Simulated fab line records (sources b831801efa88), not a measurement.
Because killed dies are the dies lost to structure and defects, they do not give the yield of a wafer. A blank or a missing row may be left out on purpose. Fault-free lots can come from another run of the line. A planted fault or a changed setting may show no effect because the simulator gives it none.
fab line records	flow sky130
record: lots: 24	wafers: 72	last_day: 50
route steps=708 shown VIA1@480 METAL2@486 VIA2@520 METAL3@535 VIA3@589
lots that met no fault: from a run of the same line without faults
start_h: hours from the record's first day to the start of the lot's first wafer shown	wait_h: hours since the lot's step before	" as in the row above	L1.1+2: a row that stands for several wafers	- either no value or no given start	* or withheld: withheld	< > ~ a bound
route shown NAME@n: names a module that has steps shown in the file, with the first one's number in the route	usual: mean and standard deviation over wafers with no fault	same: alike in all rows	chamber/n: place in a boat	sites: per-site readings	_std_site: the values' standard deviation	_edge_site: the outer-site mean with the inner-site mean subtracted	radius_mm: how far each site lies from the wafer's centre	mask NAME#n: copy n	behind: the tool/chamber that last shaped the wafer	hold: reason for holding the lot/hours on hold/outcome of the hold	device: names the non-switching transistor (n, p or np)	end of line: at the end of the route, the tests of the same wafers	a step without rows: its recipe alone	killed: the dies lost at the first sort to structure and to defects; this is not the yield of the wafer	map: shows each die of a wafer: x if killed, . if not, _ if none is there
set.NAME: the setting that was run; set.NAME@STEP: the one run at that earlier step	model.NAME: the simulator's own value behind a step, which no gauge read
a sample of lots followed through the steps of the route, with each step as a table and each wafer as a row
services: a tool's chamber out of use, with start hour (start_h, from the record's first day; less than 0 if before it), hours out, and reason
== steps ==
step: SKY_VIA1_RS_MEAS_22
recipe: thk_meas_gauge: four-point-probe	reads: W_of_VIA1_CVD_21+TiN_of_VIA1_SPUTTER_20
usual: VIA1_W_RS: 0.429/0.0041
lot.wafer	tool	chamber	start_h	wait_h	VIA1_W_RS[ohm/sq]
L074.1	film_metro-01	-	782.24	0.1	0.422
L074.3	"	-	"	"	0.434
L074.5	"	-	"	"	0.432
L075.1	film_metro-01	-	785.06	0.1	0.430
L075.3	"	-	"	"	0.424
L075.5	"	-	"	"	0.424
L076.2	film_metro-02	-	803.23	0.1	0.422
L076.3	"	-	"	"	0.422
L076.4	"	-	"	"	0.425
L077.1	film_metro-02	-	805.89	0.1	0.431
L077.3	"	-	"	"	0.427
L077.6	"	-	"	"	0.429
L078.2	film_metro-03	-	817.60	0.1	0.434
L078.3	"	-	"	"	0.433
L078.4	"	-	"	"	0.431
L079.2	film_metro-02	-	837.37	0.1	0.432
L079.4	"	-	"	"	0.430
L079.5	"	-	"	"	0.434
L080.2	film_metro-02	-	843.68	0.1	0.438
L080.3	"	-	"	"	0.435
L080.4	"	-	"	"	0.429
L081.2	film_metro-01	-	848.54	0.1	0.427
L081.3	"	-	"	"	0.435
L081.6	"	-	"	"	0.435
L082.2	film_metro-02	-	861.08	0.1	0.429
L082.3	"	-	"	"	0.436
L082.4	"	-	"	"	0.433
L083.2	film_metro-03	-	866.51	0.1	0.434
L083.3	"	-	"	"	0.432
L083.5	"	-	"	"	0.426
L085.1	film_metro-03	-	887.09	0.1	0.427
L085.4	"	-	"	"	0.430
L085.6	"	-	"	"	0.431
L084.3	film_metro-02	-	890.78	0.1	0.431
L084.5	"	-	"	"	0.430
L084.6	"	-	"	"	0.431
L087.2	film_metro-01	-	901.16	0.1	0.424
L087.3	"	-	"	"	0.429
L087.5	"	-	"	"	0.433
L086.1	film_metro-03	-	901.81	0.1	0.436
L086.2	"	-	"	"	0.438
L086.6	"	-	"	"	0.430
L088.2	film_metro-02	-	908.29	0.1	0.429
L088.4	"	-	"	"	0.428
L088.6	"	-	"	"	0.430
L090.1	film_metro-03	-	915.10	0.1	0.431
L090.3	"	-	"	"	0.429
L090.5	"	-	"	"	0.427
L089.2	film_metro-01	-	915.70	0.1	0.429
L089.5	"	-	"	"	0.422
L089.6	"	-	"	"	0.427
L091.1	film_metro-02	-	918.50	0.1	0.432
L091.3	"	-	"	"	0.437
L091.4	"	-	"	"	0.430
L093.3	film_metro-03	-	933.69	0.1	0.427
L093.4	"	-	"	"	0.422
L093.5	"	-	"	"	0.426
L092.1	film_metro-03	-	936.57	0.1	0.429
L092.3	"	-	"	"	0.427
L092.4	"	-	"	"	0.429
L094.1	film_metro-02	-	942.61	0.1	0.431
L094.2	"	-	"	"	0.434
L094.6	"	-	"	"	0.427
L095.1	film_metro-03	-	946.30	0.1	0.426
L095.2	"	-	"	"	0.431
L095.4	"	-	"	"	0.421
L096.1	film_metro-02	-	950.19	0.1	0.426
L096.2	"	-	"	"	0.427
L096.3	"	-	"	"	0.426
L097.1	film_metro-02	-	959.63	0.2	0.427
L097.2	"	-	"	"	0.430
L097.5	"	-	"	"	0.432
step: SKY_VIA1_THK_MEAS_23
recipe: thk_meas_gauge: xrf	reads: W_of_VIA1_CVD_21
usual: VIA1_W_THK: 274/3.4
lot.wafer	tool	chamber	start_h	wait_h	VIA1_W_THK[nm]
L074.1	film_metro-01	-	782.36	0.1	277
L074.3	"	-	"	"	269
L074.5	"	-	"	"	270
L075.1	film_metro-01	-	785.18	0.1	270
L075.3	"	-	"	"	274
L075.5	"	-	"	"	273
L076.2	film_metro-02	-	803.34	0.1	279
L076.3	"	-	"	"	278
L076.4	"	-	"	"	276
L077.1	film_metro-02	-	806.01	0.1	272
L077.3	"	-	"	"	276
L077.6	"	-	"	"	274
L078.2	film_metro-03	-	817.71	0.1	276
L078.3	"	-	"	"	277
L078.4	"	-	"	"	278
L079.2	film_metro-02	-	837.48	0.1	274
L079.4	"	-	"	"	275
L079.5	"	-	"	"	273
L080.2	film_metro-02	-	843.79	0.1	268
L080.3	"	-	"	"	269
L080.4	"	-	"	"	274
L081.2	film_metro-01	-	848.65	0.1	273
L081.3	"	-	"	"	270
L081.6	"	-	"	"	268
L082.2	film_metro-02	-	861.19	0.1	274
L082.3	"	-	"	"	270
L082.4	"	-	"	"	271
L083.2	film_metro-03	-	866.62	0.1	271
L083.3	"	-	"	"	274
L083.5	"	-	"	"	278
L085.1	film_metro-03	-	887.21	0.1	277
L085.4	"	-	"	"	276
L085.6	"	-	"	"	274
L084.3	film_metro-02	-	890.88	0.1	272
L084.5	"	-	"	"	271
L084.6	"	-	"	"	272
L087.2	film_metro-01	-	901.27	0.1	274
L087.3	"	-	"	"	271
L087.5	"	-	"	"	269
L086.1	film_metro-03	-	901.93	0.1	275
L086.2	"	-	"	"	274
L086.6	"	-	"	"	279
L088.2	film_metro-02	-	908.40	0.1	273
L088.4	"	-	"	"	275
L088.6	"	-	"	"	272
L090.1	film_metro-03	-	915.22	0.1	278
L090.3	"	-	"	"	278
L090.5	"	-	"	"	279
L089.2	film_metro-01	-	915.81	0.1	273
L089.5	"	-	"	"	276
L089.6	"	-	"	"	273
L091.1	film_metro-02	-	918.62	0.1	274
L091.3	"	-	"	"	269
L091.4	"	-	"	"	274
L093.3	film_metro-03	-	933.79	0.1	279
L093.4	"	-	"	"	283
L093.5	"	-	"	"	282
L092.1	film_metro-03	-	936.69	0.1	277
L092.3	"	-	"	"	275
L092.4	"	-	"	"	280
L094.1	film_metro-02	-	942.73	0.1	271
L094.2	"	-	"	"	270
L094.6	"	-	"	"	273
L095.1	film_metro-03	-	946.42	0.1	279
L095.2	"	-	"	"	276
L095.4	"	-	"	"	281
L096.1	film_metro-02	-	950.31	0.1	274
L096.2	"	-	"	"	273
L096.3	"	-	"	"	272
L097.1	film_metro-02	-	959.75	0.1	274
L097.2	"	-	"	"	272
L097.5	"	-	"	"	271
step: SKY_METAL2_SPUTTER_03
recipe: material: Ti	target_thk_nm: 5	power_w: 3000	time_s: 3.3	chamber_pressure_pa: 0.4
usual: throttle_valve_pct: 29.5/1
lot.wafer	tool	chamber	start_h	wait_h	throttle_valve_pct
L074.1	pvd_sputter-01	-	782.79	0.0	30.6
L074.3	"	-	"	"	28.3
L074.5	"	-	"	"	29.5
L075.1	pvd_sputter-03	-	785.62	0.0	30.1
L075.3	"	-	"	"	28.5
L075.5	"	-	"	"	28.4
L076.2	pvd_sputter-01	-	804.03	0.0	30.7
L076.3	"	-	"	"	30.4
L076.4	"	-	"	"	29.6
L077.1	pvd_sputter-02	-	806.44	0.0	30.9
L077.3	"	-	"	"	30.4
L077.6	"	-	"	"	30.4
L078.2	pvd_sputter-03	-	818.14	0.0	28.4
L078.3	"	-	"	"	28.2
L078.4	"	-	"	"	29.9
L079.2	pvd_sputter-01	-	837.90	0.0	29.4
L079.4	"	-	"	"	28.8
L079.5	"	-	"	"	30.7
L080.2	pvd_sputter-02	-	844.22	0.0	29.2
L080.3	"	-	"	"	30.8
L080.4	"	-	"	"	30.2
L081.2	pvd_sputter-01	-	849.07	0.0	29.5
L081.3	"	-	"	"	30.5
L081.6	"	-	"	"	28.5
L082.2	pvd_sputter-02	-	861.61	0.0	30.5
L082.3	"	-	"	"	30.4
L082.4	"	-	"	"	29.4
L083.2	pvd_sputter-03	-	867.04	0.0	30.0
L083.3	"	-	"	"	28.3
L083.5	"	-	"	"	28.1
L085.1	pvd_sputter-02	-	887.66	0.0	29.4
L085.4	"	-	"	"	30.6
L085.6	"	-	"	"	29.2
L084.3	pvd_sputter-03	-	891.29	0.0	29.9
L084.5	"	-	"	"	28.0
L084.6	"	-	"	"	30.1
L087.2	pvd_sputter-02	-	901.69	0.0	30.6
L087.3	"	-	"	"	29.2
L087.5	"	-	"	"	30.7
L086.1	pvd_sputter-03	-	902.36	0.0	28.4
L086.2	"	-	"	"	28.6
L086.6	"	-	"	"	28.2
L088.2	pvd_sputter-01	-	908.83	0.0	29.7
L088.4	"	-	"	"	28.5
L088.6	"	-	"	"	30.8
L090.1	pvd_sputter-02	-	915.65	0.0	30.6
L090.3	"	-	"	"	30.6
L090.5	"	-	"	"	30.8
L089.2	pvd_sputter-01	-	916.23	0.0	28.4
L089.5	"	-	"	"	30.5
L089.6	"	-	"	"	29.4
L091.1	pvd_sputter-03	-	919.24	0.0	28.4
L091.3	"	-	"	"	29.9
L091.4	"	-	"	"	28.3
L093.3	pvd_sputter-03	-	934.21	0.0	28.3
L093.4	"	-	"	"	30.0
L093.5	"	-	"	"	30.1
L092.1	pvd_sputter-03	-	937.12	0.0	30.1
L092.3	"	-	"	"	28.3
L092.4	"	-	"	"	28.0
L094.1	pvd_sputter-01	-	943.16	0.0	30.6
L094.2	"	-	"	"	30.4
L094.6	"	-	"	"	30.8
L095.1	pvd_sputter-02	-	946.90	0.0	30.7
L095.2	"	-	"	"	30.5
L095.4	"	-	"	"	30.7
L096.1	pvd_sputter-03	-	950.74	0.0	28.1
L096.2	"	-	"	"	28.3
L096.3	"	-	"	"	30.3
L097.1	pvd_sputter-01	-	960.18	0.0	28.7
L097.2	"	-	"	"	30.5
L097.5	"	-	"	"	28.2
step: SKY_VIA2_OVL_MEAS_13
usual: VIA2_OVL: 2/5.8
lot.wafer	tool	chamber	start_h	wait_h	VIA2_OVL[nm]
L074.1	overlay-02	-	837.22	0.1	-3
L074.3	"	-	"	"	1
L074.5	"	-	"	"	2
L075.1	overlay-02	-	840.68	0.1	-2
L075.3	"	-	"	"	-1
L075.5	"	-	"	"	0
L076.2	overlay-01	-	858.12	0.1	-2
L076.3	"	-	"	"	-8
L076.4	"	-	"	"	-2
L077.1	overlay-02	-	860.30	0.1	0
L077.3	"	-	"	"	-4
L077.6	"	-	"	"	-2
L078.2	overlay-02	-	872.00	0.1	4
L078.3	"	-	"	"	-4
L078.4	"	-	"	"	-2
L079.2	overlay-01	-	891.88	0.1	-1
L079.4	"	-	"	"	5
L079.5	"	-	"	"	1
L080.2	overlay-02	-	898.59	0.1	5
L080.3	"	-	"	"	6
L080.4	"	-	"	"	7
L081.2	overlay-02	-	902.89	0.1	-1
L081.3	"	-	"	"	4
L081.6	"	-	"	"	2
L082.2	overlay-02	-	916.27	0.1	7
L082.3	"	-	"	"	15
L082.4	"	-	"	"	6
L083.2	overlay-01	-	920.32	0.1	7
L083.3	"	-	"	"	6
L083.5	"	-	"	"	8
L085.1	overlay-02	-	939.69	0.1	-7
L085.4	"	-	"	"	-3
L085.6	"	-	"	"	6
L084.3	overlay-02	-	943.88	0.1	5
L084.5	"	-	"	"	4
L084.6	"	-	"	"	-4
L087.2	overlay-02	-	952.42	0.1	3
L087.3	"	-	"	"	0
L087.5	"	-	"	"	10
L086.1	overlay-01	-	953.84	0.1	3
L086.2	"	-	"	"	12
L086.6	"	-	"	"	8
L088.2	overlay-01	-	960.29	0.1	9
L088.4	"	-	"	"	0
L088.6	"	-	"	"	8
L090.1	overlay-01	-	966.22	0.1	3
L090.3	"	-	"	"	7
L090.5	"	-	"	"	6
L089.2	overlay-02	-	966.57	0.1	0
L089.5	"	-	"	"	9
L089.6	"	-	"	"	6
L091.1	overlay-02	-	969.63	0.1	2
L091.3	"	-	"	"	2
L091.4	"	-	"	"	-2
L093.3	overlay-01	-	982.96	0.1	-4
L093.4	"	-	"	"	-6
L093.5	"	-	"	"	-2
L092.1	overlay-01	-	986.72	0.1	-2
L092.3	"	-	"	"	-8
L092.4	"	-	"	"	-1
L094.1	overlay-02	-	992.07	0.1	12
L094.2	"	-	"	"	7
L094.6	"	-	"	"	4
L095.1	overlay-02	-	995.70	0.1	-8
L095.2	"	-	"	"	-5
L095.4	"	-	"	"	-13
L096.1	overlay-02	-	999.30	0.1	-5
L096.2	"	-	"	"	-9
L096.3	"	-	"	"	-13
L097.1	overlay-02	-	1007.42	0.1	4
L097.2	"	-	"	"	3
L097.5	"	-	"	"	6
step: SKY_METAL3_SPUTTER_03
recipe: material: Ti	target_thk_nm: 5	power_w: 3000	time_s: 3.3	chamber_pressure_pa: 0.4
usual: throttle_valve_pct: 29.4/0.94
lot.wafer	tool	chamber	start_h	wait_h	throttle_valve_pct
L074.1	pvd_sputter-04	-	838.75	0.0	30.1
L074.3	"	-	"	"	29.6
L074.5	"	-	"	"	27.9
L075.1	pvd_sputter-01	-	842.21	0.0	28.6
L075.3	"	-	"	"	30.8
L075.5	"	-	"	"	29.6
L076.2	pvd_sputter-01	-	859.64	0.0	30.9
L076.3	"	-	"	"	28.4
L076.4	"	-	"	"	30.4
L077.1	pvd_sputter-01	-	861.92	0.0	30.4
L077.3	"	-	"	"	29.7
L077.6	"	-	"	"	29.6
L078.2	pvd_sputter-01	-	873.49	0.0	30.6
L078.3	"	-	"	"	29.6
L078.4	"	-	"	"	30.3
L079.2	pvd_sputter-01	-	893.37	0.0	30.6
L079.4	"	-	"	"	28.7
L079.5	"	-	"	"	30.7
L080.2	pvd_sputter-03	-	900.15	0.0	28.4
L080.3	"	-	"	"	28.3
L080.4	"	-	"	"	29.7
L081.2	pvd_sputter-04	-	904.37	0.0	27.6
L081.3	"	-	"	"	29.9
L081.6	"	-	"	"	29.8
L082.2	pvd_sputter-01	-	917.76	0.0	30.6
L082.3	"	-	"	"	29.4
L082.4	"	-	"	"	30.7
L083.2	pvd_sputter-01	-	921.86	0.0	30.7
L083.3	"	-	"	"	29.5
L083.5	"	-	"	"	29.5
L085.1	pvd_sputter-01	-	941.19	0.0	29.5
L085.4	"	-	"	"	28.6
L085.6	"	-	"	"	30.4
L084.3	pvd_sputter-03	-	945.62	0.0	28.2
L084.5	"	-	"	"	28.2
L084.6	"	-	"	"	30.0
L087.2	pvd_sputter-01	-	953.91	0.0	30.4
L087.3	"	-	"	"	30.8
L087.5	"	-	"	"	29.5
L086.1	pvd_sputter-01	-	955.47	0.0	30.7
L086.2	"	-	"	"	30.6
L086.6	"	-	"	"	29.8
L088.2	pvd_sputter-01	-	961.90	0.0	28.7
L088.4	"	-	"	"	30.3
L088.6	"	-	"	"	30.5
L090.1	pvd_sputter-01	-	967.84	0.0	30.4
L090.3	"	-	"	"	29.8
L090.5	"	-	"	"	29.5
L089.2	pvd_sputter-03	-	968.06	0.0	28.2
L089.5	"	-	"	"	28.2
L089.6	"	-	"	"	30.2
L091.1	pvd_sputter-04	-	971.12	0.0	29.5
L091.3	"	-	"	"	27.7
L091.4	"	-	"	"	29.8
L093.3	pvd_sputter-03	-	984.47	0.0	30.3
L093.4	"	-	"	"	28.4
L093.5	"	-	"	"	28.3
L092.1	pvd_sputter-01	-	988.22	0.0	30.7
L092.3	"	-	"	"	30.4
L092.4	"	-	"	"	29.7
L094.1	pvd_sputter-03	-	993.83	0.0	29.8
L094.2	"	-	"	"	28.2
L094.6	"	-	"	"	28.1
L095.1	pvd_sputter-03	-	997.19	0.0	28.3
L095.2	"	-	"	"	29.9
L095.4	"	-	"	"	28.3
L096.1	pvd_sputter-04	-	1000.80	0.0	27.8
L096.2	"	-	"	"	29.9
L096.3	"	-	"	"	29.9
L097.1	pvd_sputter-04	-	1008.94	0.0	29.6
L097.2	"	-	"	"	27.8
L097.5	"	-	"	"	29.9
step: SKY_VIA3_STRIP_16
recipe: chemistry: O2/N2	power_w: 1400	pressure_mtorr: 1500	platen_temp_c: withheld	o2_flow_sccm: 3000	n2_flow_sccm: 300	overash_fraction: 0.5
usual: chamber_pressure_mTorr: 1500.0/1.4	drypump_motor_current_A: 5.98/0.24	n2_flow_sccm: 300.0/0.89	oes_product_au: 0.402/0.0046	strip_time_to_endpoint_s: 4.125/0.022
lot.wafer	tool	chamber	start_h	wait_h	chamber_pressure_mTorr	drypump_motor_current_A	n2_flow_sccm	oes_product_au	rf_hours_counter_h	strip_time_to_endpoint_s
L074.1	plasma_asher-01	0	919.62	0.0	1501.3	6.15	300.5	0.402	110	4.149
L074.3	"	1	"	"	1502.1	6.08	301.1	0.409	-	4.148
L074.5	"	1	"	"	1499.3	6.10	298.9	0.399	-	4.123
L075.1	plasma_asher-02	1	922.26	0.0	1501.7	5.52	299.3	0.401	50	4.122
L075.3	"	1	"	"	1501.0	5.52	300.0	0.413	-	4.096
L075.5	"	1	"	"	1501.5	5.56	300.2	0.400	-	4.114
L076.2	plasma_asher-02	0	938.83	0.0	1498.6	5.95	299.7	0.401	52	4.088
L076.3	"	1	"	"	1499.9	5.58	299.9	0.406	-	4.133
L076.4	"	0	"	"	1499.5	5.92	300.2	0.404	-	4.091
L077.1	plasma_asher-01	0	941.83	0.0	1500.2	6.16	300.7	0.404	112	4.083
L077.3	"	1	"	"	1498.5	6.14	299.8	0.401	-	4.102
L077.6	"	1	"	"	1498.6	6.12	300.0	0.400	-	4.129
L078.2	plasma_asher-04	1	951.56	0.0	1500.3	6.30	298.7	0.407	17	4.154
L078.3	"	1	"	"	1500.0	6.26	299.1	0.397	-	4.143
L078.4	"	0	"	"	1500.4	6.08	299.0	0.399	-	4.146
L079.2	plasma_asher-01	0	971.11	0.0	1497.9	6.16	300.2	0.405	115	4.104
L079.4	"	1	"	"	1498.9	6.09	300.2	0.402	-	4.124
L079.5	"	0	"	"	1501.2	6.15	302.1	0.394	-	4.104
L080.2	plasma_asher-02	0	976.57	0.0	1500.7	5.94	298.2	0.405	56	4.154
L080.3	"	0	"	"	1500.4	5.91	298.9	0.403	-	4.133
L080.4	"	1	"	"	1499.8	5.57	299.7	0.400	-	4.135
L081.2	plasma_asher-04	1	980.32	0.0	1499.9	6.33	301.3	0.394	20	4.084
L081.3	"	1	"	"	1499.4	6.28	301.4	0.398	-	4.106
L081.6	"	1	"	"	1497.4	6.30	302.1	0.402	-	4.137
L082.2	plasma_asher-04	0	992.57	0.0	1500.7	6.03	299.1	0.395	21	4.102
L082.3	"	1	"	"	1500.3	6.26	298.9	0.403	-	4.125
L082.4	"	0	"	"	1500.0	6.01	299.8	0.398	-	4.154
L083.2	plasma_asher-04	1	997.17	0.0	1501.3	6.25	300.1	0.413	22	4.122
L083.3	"	1	"	"	1499.0	6.29	300.2	0.404	-	4.159
L083.5	"	0	"	"	1498.2	6.04	300.8	0.404	-	4.129
L085.1	plasma_asher-02	1	1014.77	0.0	1498.1	5.51	300.1	0.408	59	4.126
L085.4	"	1	"	"	1502.3	5.50	300.0	0.405	-	4.163
L085.6	"	0	"	"	1499.5	5.92	298.4	0.410	-	4.148
L084.3	plasma_asher-02	0	1018.06	0.1	1496.9	5.96	299.0	0.403	-	4.131
L084.5	"	1	"	"	1500.8	5.52	300.6	0.398	-	4.117
L084.6	"	0	"	"	1498.7	5.95	299.6	0.407	-	4.131
L087.2	plasma_asher-04	0	1026.03	0.0	1501.3	6.02	298.9	0.402	24	4.136
L087.3	"	1	"	"	1498.6	6.26	300.7	0.397	-	4.123
L087.5	"	0	"	"	1501.7	6.02	299.3	0.403	-	4.145
L086.1	plasma_asher-02	0	1026.73	0.0	1500.1	5.95	298.5	0.404	61	4.133
L086.2	"	1	"	"	1498.1	5.52	300.8	0.403	61	4.126
L086.6	"	0	"	"	1499.9	5.94	299.4	0.402	-	4.138
L088.2	plasma_asher-01	1	1033.81	0.0	1501.0	6.10	300.0	0.396	121	4.082
L088.4	"	0	"	"	1500.5	6.18	299.2	0.403	-	4.127
L088.6	"	1	"	"	1500.8	6.09	300.4	0.400	-	4.126
L090.1	plasma_asher-01	1	1038.82	0.0	1497.7	6.09	299.3	0.406	122	4.125
L090.3	"	0	"	"	1500.6	6.14	300.9	0.406	-	4.123
L090.5	"	0	"	"	1499.1	6.13	301.3	0.402	-	4.138
L089.2	plasma_asher-01	0	1039.88	0.0	1502.2	6.13	299.9	0.400	122	4.120
L089.5	"	1	"	"	1499.6	6.10	301.0	0.412	-	4.109
L089.6	"	0	"	"	1498.3	6.14	300.8	0.404	-	4.109
L091.1	plasma_asher-02	0	1042.03	0.0	1501.4	5.96	300.1	0.407	62	4.169
L091.3	"	0	"	"	1498.9	5.92	299.5	0.401	-	4.095
L091.4	"	1	"	"	1499.6	5.53	300.2	0.400	-	4.123
L093.3	plasma_asher-02	1	1053.94	0.1	1497.2	5.54	300.5	0.404	-	4.141
L093.4	"	0	"	"	1498.5	5.92	301.0	0.396	-	4.125
L093.5	"	1	"	"	1500.8	5.55	301.1	0.404	-	4.138
L092.1	plasma_asher-02	1	1056.96	0.0	1500.5	5.61	301.2	0.399	63	4.085
L092.3	"	1	"	"	1503.7	5.60	301.9	0.397	-	4.101
L092.4	"	0	"	"	1501.4	5.93	299.3	0.397	-	4.126
L094.1	plasma_asher-04	1	1063.82	0.0	1499.7	6.29	300.8	0.400	28	4.105
L094.2	"	0	"	"	1500.1	6.01	299.1	0.396	28	4.105
L094.6	"	0	"	"	1502.1	6.00	300.9	0.404	-	4.123
L095.1	plasma_asher-04	1	1067.52	0.0	1504.6	6.27	299.0	0.400	29	4.110
L095.2	"	0	"	"	1499.5	6.01	298.3	0.404	29	4.142
L095.4	"	1	"	"	1501.5	6.27	300.6	0.393	-	4.119
L096.1	plasma_asher-01	1	1069.98	0.0	1501.6	6.10	300.5	0.406	1	4.110
L096.2	"	0	"	"	1497.6	6.14	300.2	0.398	1	4.109
L096.3	"	0	"	"	1502.6	6.17	299.6	0.402	-	4.149
L097.1	plasma_asher-02	0	1077.53	0.0	1498.6	5.96	300.0	0.396	65	4.087
L097.2	"	1	"	"	1501.9	5.55	300.4	0.404	65	4.119
L097.5	"	1	"	"	1500.0	5.55	298.8	0.399	-	4.108
== services ==
tool	chamber	start_h	hours	kind
pvd_sputter-03	-	772.55	4.1	repair
plasma_asher-04	-	788.76	44.5	pm
pvd_sputter-02	-	792.09	9.7	repair
pvd_sputter-01	-	812.20	1.1	repair
pvd_sputter-01	-	831.40	0.6	repair
pvd_sputter-03	-	859.20	7.4	repair
plasma_asher-04	-	871.86	1.4	repair
pvd_sputter-01	1	875.48	-	consumable_replace:kit
pvd_sputter-01	1	875.48	18.0	scheduled_down
pvd_sputter-01	1	875.48	18.0	vent_cycle
plasma_asher-01	-	881.51	6.2	repair
pvd_sputter-04	-	886.45	0.7	repair
pvd_sputter-01	-	924.06	0.8	repair
pvd_sputter-03	-	931.83	0.7	repair
pvd_sputter-04	-	942.47	0.9	repair
pvd_sputter-02	-	951.73	0.9	repair
pvd_sputter-04	-	962.60	4.6	repair
pvd_sputter-03	-	965.03	1.2	repair
pvd_sputter-01	0	994.18	-	consumable_replace:kit
pvd_sputter-01	0	994.18	18.0	scheduled_down
pvd_sputter-01	0	994.18	18.0	vent_cycle
pvd_sputter-03	-	1035.44	1.0	repair
plasma_asher-01	-	1055.25	9.0	pm
pvd_sputter-01	-	1066.16	3.6	repair
== key ==
fault none
